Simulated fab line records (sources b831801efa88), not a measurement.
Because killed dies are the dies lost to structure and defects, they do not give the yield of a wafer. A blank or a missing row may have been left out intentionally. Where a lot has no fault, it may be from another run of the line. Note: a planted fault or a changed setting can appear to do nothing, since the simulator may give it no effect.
A lot that was struck, set against a sound lot -- flow sfq_line -- 41 out of 325 route steps
Sound: the wafers L828.2, L828.4, L828.6. Wafers struck: L843.2, L843.3, L843.4. The cause is named last.
At each step with rows: each side's tool, then ch and its chambers, then its first start. Under that, the readings that differ: sound wafers -- struck wafers -- difference of the means -- sigmas: that difference in standard deviations of wafers without a fault.
alike: same words and numbers on both sides, and readings whose means sit less than 2 such deviations apart. not compared: any withheld reading, any reading some wafer has no value for, any bound like >300 that may hide the same value, and any number with overlapping values for which the record gives no deviation.
The two part at a step that has a row with sigmas, a row that says differs or no value, or rows on one side only. Non-overlapping numbers with no deviation appear without sigmas and do not part them. A reading missing from all wafers of one side parts the sides only when that side holds two or more wafers.

first, 2 steps without rows for these wafers: SFQ_TRILAYER_M4_DEP_PRE_CLEAN_092 (time 22.5 s); SFQ_TRILAYER_M4_DEP_SPUTTER_091 (material Nb, target thk 200 nm, time 133.3 s).
SFQ_M4_RS_MEAS_924: the measuring method here is four-point-probe.
  sound: film_metro-04 at day 52 01:19; struck: film_metro-04 at day 58 01:23
  alike: M4_NB_RS
then, 6 steps without rows for these wafers: SFQ_TRILAYER_M4_LITHO_COAT_098 (resist thk 62 nm); SFQ_TRILAYER_M4_LITHO_COAT_093 (resist thk 600 nm); SFQ_TRILAYER_M4_LITHO_SOFTBAKE_097; SFQ_TRILAYER_M4_LITHO_EXPOSE_094 (exposes mask M4, target cd 500 nm); SFQ_TRILAYER_M4_LITHO_PEB_096 (peb time 60 s); SFQ_TRILAYER_M4_LITHO_DEVELOP_095 (time 60 s).
-- the record jumps here: 5 days lie between the struck wafers' starts before and after --
SFQ_M4_OVL_MEAS_926:
  sound: overlay-01 at day 58 01:29; struck: overlay-02 at day 63 03:23
  alike: M4_OVL
then, 1 step without rows for these wafers: SFQ_TRILAYER_M4_BARC_OPEN_METAL_ETCH_123 (etches BARC in O2, target depth 125 nm, time 41.7 s).
SFQ_TRILAYER_M4_ETCH_METAL_ETCH_096: etches Nb in Cl2/Ar, stops on SiO2, target depth 240 nm, time 120 s.
  sound on rie_metal-03 ch 0,1, day 58 01:34; struck on rie_metal-03 ch 0, day 63 03:35
reading,sound,struck,difference,sigmas
oes_product_au (a.u.),0.901 0.900 0.902,0.799 0.801 0.801,-0.101,-16
model.KrF_of_TRILAYER_M4_LITHO_COAT_093.thk_nm (nm),386.8 386.6 386.3,427.5 425.7 425.9,+39.8,
model.M4.feature_depth_nm (nm),201.7 203 200.4,163.4 162.8 163.2,-38.6,
model.etch.depth_nm (nm),201.7 203 200.4,163.4 162.8 163.2,-38.6,
  alike: drypump_motor_current_A, rf_fwd_power_W
  not compared: rf_hours_counter_h
then, 2 steps without rows for these wafers: SFQ_TRILAYER_M4_STRIP_STRIP_097 (strips in O2); SFQ_TRILAYER_M4_STRIP_SOLV_CLEAN_098 (cleans in NMP, time 600 s).
SFQ_TRILAYER_I4_DEP_PECVD_099: deposits SiO2 from SiH4/N2O, time 111.11 s, target thk 500 nm.
  sound on pecvd-02 ch 0,1, day 58 02:28; struck on pecvd-04 ch 1,2, day 63 05:10
  alike: heater_power_w, rf_fwd_power_W, throttle_valve_pct
SFQ_TRILAYER_I4_CMP_CMP_100: polishes SiO2.
  sound on cmp-02 ch 0,2, day 58 02:33; struck on cmp-01 ch 0,1,2, day 63 06:44
  alike: motor_current_A, time_to_endpoint_s
SFQ_I4_BOW_MEAS_927:
  sound: film_metro-01 at day 58 05:34; struck: film_metro-03 at day 63 09:15
  alike: I4_BOW
SFQ_TRILAYER_I4_METRO_MEASURE_101:
  sound: film_metro-01 at day 58 05:52; struck: film_metro-03 at day 63 09:33
  alike: thk_nm
then, 6 steps without rows for these wafers: SFQ_TRILAYER_I4_VIA_LITHO_COAT_108 (resist thk 62 nm); SFQ_TRILAYER_I4_VIA_LITHO_COAT_103 (resist thk 650 nm); SFQ_TRILAYER_I4_VIA_LITHO_SOFTBAKE_107; SFQ_TRILAYER_I4_VIA_LITHO_EXPOSE_104 (exposes mask I4, target cd 700 nm); SFQ_TRILAYER_I4_VIA_LITHO_PEB_106 (peb time 60 s); SFQ_TRILAYER_I4_VIA_LITHO_DEVELOP_105 (time 60 s).
-- the record jumps here: 3 days lie between the struck wafers' starts before and after --
SFQ_I4_OVL_MEAS_928:
  sound: overlay-02 at day 58 09:48; struck: overlay-01 at day 66 19:27
  alike: I4_OVL
SFQ_TRILAYER_I4_VIA_BARC_OPEN_VIA_ETCH_146: etches BARC in O2, target depth 125 nm, time 41.7 s.
  sound on rie_diel-04 ch 1,2, day 58 09:50; struck on rie_diel-01 ch 0,1,3, day 66 19:29
  alike: drypump_motor_current_A, oes_product_au, rf_fwd_power_W
  not compared: rf_hours_counter_h
then, 5 steps without rows for these wafers: SFQ_TRILAYER_I4_VIA_ETCH_VIA_ETCH_106 (etches SiO2 in CHF3, stops on Nb, target depth 260 nm); SFQ_TRILAYER_I4_VIA_STRIP_STRIP_107 (strips in O2); SFQ_TRILAYER_I4_VIA_STRIP_SOLV_CLEAN_108 (cleans in NMP, time 600 s); SFQ_TRILAYER_JJ_TRILAYER_DEP_PRE_CLEAN_113 (time 22.5 s); SFQ_TRILAYER_JJ_TRILAYER_DEP_SPUTTER_109 (material Nb, target thk 150 nm, time 100 s).
SFQ_TRILAYER_JJ_TRILAYER_DEP_SPUTTER_110: material Al, target thk 8 nm, time 10 s.
  sound: pvd_sputter-04 at day 58 10:51; struck: pvd_sputter-04 at day 66 20:31
  alike: base_pressure_pa, throttle_valve_pct
then, 2 steps without rows for these wafers: SFQ_TRILAYER_JJ_TRILAYER_DEP_AL_OXIDATION_111 (oxidation time 600 s); SFQ_TRILAYER_JJ_TRILAYER_DEP_SPUTTER_112 (material Nb, target thk 170 nm, time 113.3 s).
SFQ_JJ_RS_MEAS_929: the measuring method here is four-point-probe.
  sound: film_metro-03 at day 58 11:59; struck: film_metro-01 at day 66 21:38
  alike: JJ_NB_RS
then, 5 steps without rows for these wafers: SFQ_TRILAYER_JJ_CE_LITHO_COAT_119 (resist thk 62 nm); SFQ_TRILAYER_JJ_CE_LITHO_COAT_114 (resist thk 600 nm); SFQ_TRILAYER_JJ_CE_LITHO_SOFTBAKE_118; SFQ_TRILAYER_JJ_CE_LITHO_EXPOSE_115 (exposes mask J5, target cd 700 nm); SFQ_TRILAYER_JJ_CE_LITHO_PEB_117 (peb time 60 s).
-- the record jumps here: 30 days lie between the struck wafers' starts before and after --
SFQ_M8_BOW_MEAS_951:
  sound: film_metro-02 at day 86 19:52; struck: film_metro-03 at day 97 02:36
reading,sound,struck,difference,sigmas
model.etest.m4.comb_log10_ohm,12 12 12,0 0 0,-12,
  alike: M8_BOW

WHERE THEY PART
Only at SFQ_TRILAYER_M4_ETCH_METAL_ETCH_096, within this record. Later steps at which nothing parts them and some readings are alike: SFQ_TRILAYER_I4_DEP_PECVD_099, SFQ_TRILAYER_I4_CMP_CMP_100, SFQ_I4_BOW_MEAS_927, SFQ_TRILAYER_I4_METRO_MEASURE_101, SFQ_I4_OVL_MEAS_928, SFQ_TRILAYER_I4_VIA_BARC_OPEN_VIA_ETCH_146, SFQ_TRILAYER_JJ_TRILAYER_DEP_SPUTTER_110, SFQ_JJ_RS_MEAS_929, SFQ_M8_BOW_MEAS_951.

WHY: what the simulator had put in
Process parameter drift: rie_metal-03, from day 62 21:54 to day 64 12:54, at SFQ_TRILAYER_M4_ETCH_METAL_ETCH_096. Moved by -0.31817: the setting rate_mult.
